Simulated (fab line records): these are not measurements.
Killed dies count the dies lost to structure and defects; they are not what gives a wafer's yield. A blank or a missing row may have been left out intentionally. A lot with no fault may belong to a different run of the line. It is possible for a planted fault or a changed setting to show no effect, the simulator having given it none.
Matching of chambers + flow gf180mcu + cmp-01 running GF_V3_CMP_04: 4 sister chambers
The step polishes SiO2. 4 wafers are shown with their chamber, then 10 later ones without.

== WAFERS, EACH WITH ITS CHAMBER ==
| wafer  | chamber | motor-current-A (A) |
|--------|---------|---------------------|
| L088.3 | 1       | 12.8                |
| L090.2 | 0       | 13.1                |
| L091.3 | 2       | 10.6                |
| L091.4 | 3       | 9.4                 |

== WAFERS WITH NO CHAMBER GIVEN ==
| wafer  | motor-current-A (A) |
|--------|---------------------|
| L091.5 | 9.9                 |
| L092.1 | 12.7                |
| L092.2 | 10.1                |
| L092.5 | 12.7                |
| L096.1 | 10.1                |
| L096.3 | 9.6                 |
| L096.5 | 9.5                 |
| L097.1 | 10.8                |
| L097.3 | 13.3                |
| L097.5 | 12.9                |

== WHICH CHAMBER EACH WENT THROUGH ==
| wafer  | from the rows above     | in truth |
|--------|-------------------------|----------|
| L091.5 | can't be placed: 3 or 2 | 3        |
| L092.1 | can't be placed: 1 or 0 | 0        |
| L092.2 | can't be placed: 2 or 3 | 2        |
| L092.5 | can't be placed: 1 or 0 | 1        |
| L096.1 | can't be placed: 2 or 3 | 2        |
| L096.3 | 3                       | 3        |
| L096.5 | 3                       | 3        |
| L097.1 | 2                       | 2        |
| L097.3 | can't be placed: 0 or 1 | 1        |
| L097.5 | can't be placed: 1 or 0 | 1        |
3 of 10 placed correctly. Not placeable from these rows: 7 (in 7, the candidates include the true chamber). Wrongly placed: 0.
How it was worked out, from the rows above alone: a wafer's distance from a chamber is the root of the sum, over the readings, of the square of ((its reading less the chamber's mean) divided by the reading's scatter). If the next closest chamber is less than 2 further off than the closest, the wafer can't be placed; otherwise it belongs to the closest. Each chamber's mean is taken over the wafers shown for it. The scatter (one wafer shown for each chamber): square how far every hidden wafer sits from the nearest shown wafer, average those squares and take the square root.
